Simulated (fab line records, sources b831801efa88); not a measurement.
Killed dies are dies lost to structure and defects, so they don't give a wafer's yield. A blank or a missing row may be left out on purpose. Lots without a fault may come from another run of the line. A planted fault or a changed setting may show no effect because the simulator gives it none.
A struck lot beside a sound one | flow sky130 | 18 steps out of a route of 708
Sound: wafers L961.1, L961.3, L961.4. Struck: wafers L965.2, L965.6. The cause comes at the end.
At each step with rows: each side's tool, then ch and its chambers, then its first start. Under that, the readings that differ: sound wafers | struck wafers | difference of the means | sigmas: that difference in standard deviations of wafers without a fault.
alike: readings whose means differ by less than 2 such deviations, and words and numbers that are the same on both sides. not compared: withheld readings, readings that some wafer has no value for, bounds like >300 that may hide the same value, and numbers for which the record gives no deviation and whose values overlap.
The two part at a step that has a row with sigmas, a row that says differs or no value, or rows on one side only. Numbers that don't overlap but have no deviation are shown without sigmas and don't part them. A reading that every wafer of one side lacks parts them only if that side has two wafers or more.

first, 2 steps without rows for these wafers: SKY_CONTACT_PEB_12; SKY_CONTACT_DEVELOP_13 (develop time 60 s).
SKY_CONTACT_CD_MEAS_14: target cd 170 nm.
  sound on cd_sem-02, day 35 08:20; struck on cd_sem-01, day 36 18:09
  reading    | sound             | struck      | difference | sigmas
  cd_nm (nm) | 170.8 171.5 171.5 | 168.0 167.2 | -3.7       | -3
SKY_CONTACT_OVL_MEAS_15:
  sound on overlay-02, day 35 08:27; struck on overlay-02, day 36 18:16
  alike: CONTACT_OVL
SKY_CONTACT_ETCH_16: etches BARC in N2/H2, stops on SiO2, time 45.9 s, target depth 60 nm.
  sound on rie_diel-01 ch 0,1,2, day 35 08:29; struck on rie_diel-01 ch 2,3, day 36 18:17
  alike: drypump_motor_current_A, oes_product_au, throttle_valve_pct
  not compared: rf_hours_counter_h
SKY_CONTACT_ETCH_17: etches SiO2 in C4F8/O2/Ar, stops on Si3N4, target depth 340 nm.
  sound on rie_diel-01 ch 0,1,2, day 35 08:32; struck on rie_diel-01 ch 2,3, day 36 18:20
  alike: oes_product_au
SKY_CONTACT_ETCH_18: etches Si3N4 in CHF3/O2, stops on TiN, time 39 s, target depth 75 nm.
  sound on rie_diel-01 ch 0,1,2; struck on rie_diel-01 ch 2,3
  reading               | sound             | struck      | difference | sigmas
  oes_product_au (a.u.) | 0.840 0.835 0.845 | 0.863 0.856 | +0.019     | +3
  alike: O2_flow_sccm, chf3_flow_sccm, drypump_motor_current_A, throttle_valve_pct
  not compared: rf_hours_counter_h
SKY_CONTACT_STRIP_19: strips in O2/N2.
  sound on plasma_asher-03 ch 0,1, day 35 08:37; struck on plasma_asher-04 ch 0,1, day 36 18:25
  alike: drypump_motor_current_A, oes_product_au, strip_time_to_endpoint_s
  not compared: rf_hours_counter_h
then, 4 steps without rows for these wafers: SKY_CONTACT_STRIP_20 (strips in post etch residue remover, time 1200 s); SKY_CONTACT_CLEAN_21 (cleans in IPA, time 180 s); SKY_CONTACT_CLEAN_22 (cleans in O3/DIW); SKY_CONTACT_SPUTTER_23 (material TiN, target thk 20 nm, time 80 s).
SKY_CONTACT_CVD_24: deposits W, target thk 340 nm, time 102.12 s.
  sound on cvd_w-01 ch 0,1, day 35 09:16; struck on cvd_w-02 ch 0, day 36 19:40
  reading                               | sound             | struck      | difference | sigmas
  model.W_of_CONTACT_CVD_24.thk_nm (nm) | 339.5 336.3 332.4 | 236.1 239.2 | -98.4      |
  alike: heater_power_w
SKY_CONTACT_RS_MEAS_25: measures by four-point-probe.
  sound on film_metro-03, day 35 09:23; struck on film_metro-01, day 36 19:48
  reading               | sound             | struck      | difference | sigmas
  CONTACT_W_RS (ohm/sq) | 0.339 0.343 0.346 | 0.489 0.482 | +0.143     | +35
SKY_CONTACT_THK_MEAS_26: measures by xrf.
  sound on film_metro-03, day 35 09:30; struck on film_metro-01, day 36 19:55
  reading            | sound       | struck  | difference | sigmas
  CONTACT_W_THK (nm) | 345 342 340 | 240 242 | -101       | -18
SKY_CONTACT_CMP_27: polishes, stops on SiO2, t overpolish 15 s, target thk 0 nm.
  sound on cmp-02 ch 0,1,3, day 35 09:34; struck on cmp-02 ch 3, day 36 20:02
  reading                | sound    | struck | difference | sigmas
  time_to_endpoint_s (s) | 76 77 84 | 59 57  | -21        | -5
  alike: head_pressure_psi, motor_current_A
SKY_METAL1_SPUTTER_00: material Ti, target thk 15 nm, time 10 s.
  sound on pvd_sputter-01, day 35 09:52; struck on pvd_sputter-02, day 36 20:20
  alike: throttle_valve_pct
then, 1 step without rows for these wafers: SKY_PAD_OPEN_PROBE_99.

WHERE THEY PART
First at SKY_CONTACT_CD_MEAS_14; last, within this record, at SKY_CONTACT_CMP_27. Later steps at which nothing parts them and some readings are alike: SKY_METAL1_SPUTTER_00.

WHY: what the simulator had put in
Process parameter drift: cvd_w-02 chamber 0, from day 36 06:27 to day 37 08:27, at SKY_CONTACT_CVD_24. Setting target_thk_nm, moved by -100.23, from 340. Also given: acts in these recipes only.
